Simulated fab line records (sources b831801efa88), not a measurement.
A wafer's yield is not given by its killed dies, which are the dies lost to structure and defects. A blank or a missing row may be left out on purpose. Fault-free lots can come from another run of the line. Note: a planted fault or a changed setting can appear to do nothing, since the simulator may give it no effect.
One fault seen from 2 desks :: flow sky130 :: only its own numbers are on each desk; what lay behind them is given at the end

## DESK OF THE TOOL OWNER: litho-track-03
The tool's own readings at SKY_SD_N_COAT_02 (resist thk 1140 nm): means of the sampled wafers that have a number, for each lot that ran on this tool. A lot is out of limits, marked OUT, if its mean lies more than 4 standard deviations from the usual mean; the brackets give that distance.
Columns: A = resist-line-temp-C at SKY_SD_N_COAT_02, usual 22.99 C
lot: L906
first seen here: day 28 15:26
A: 23.06

lot: L908
first seen here: day 29 15:29
A: 23.09

lot: L913
first seen here: day 31 07:29
A: 22.97

lot: L916
first seen here: day 32 07:00
A: 23.01

lot: L921
first seen here: day 33 17:50
A: 23.08

lot: L924
first seen here: day 34 17:45
A: 23.14
Result from this desk: across the 6 lots, nothing is out of limits.

## THE METROLOGY DESK
What the gauges read for every lot (on any tool): the sampled wafers with a number, averaged. A lot is out of limits, marked OUT, if its mean lies more than 4 standard deviations from the usual mean; the brackets give that distance.
Columns: A = SD_P_RS at SKY_SD_N_RS_MEAS_17, usual 147.3 ohm/sq
lot: L902
first seen here: day 27 16:05
A: 147.2

lot: L905
first seen here: day 28 21:14
A: 147.3

lot: L906
first seen here: day 29 06:31
A: 147.2

lot: L907
first seen here: day 29 19:55
A: 147.6

lot: L908
first seen here: day 30 07:07
A: 147.1

lot: L912
first seen here: day 31 13:10
A: 147.1

lot: L913
first seen here: day 31 21:44
A: 147.7

lot: L915
first seen here: day 32 07:44
A: 147.3

lot: L916
first seen here: day 32 21:23
A: 147.1

lot: L921
first seen here: day 34 07:16
A: 147.6

lot: L924
first seen here: day 35 08:17
A: 147.4
Result from this desk: across the 11 lots, nothing is out of limits.

## TAKEN TOGETHER
The desk of the tool owner found nothing out of limits.
Metrology desk: nothing out of limits seen.

## WHAT THE SIMULATOR PUT IN
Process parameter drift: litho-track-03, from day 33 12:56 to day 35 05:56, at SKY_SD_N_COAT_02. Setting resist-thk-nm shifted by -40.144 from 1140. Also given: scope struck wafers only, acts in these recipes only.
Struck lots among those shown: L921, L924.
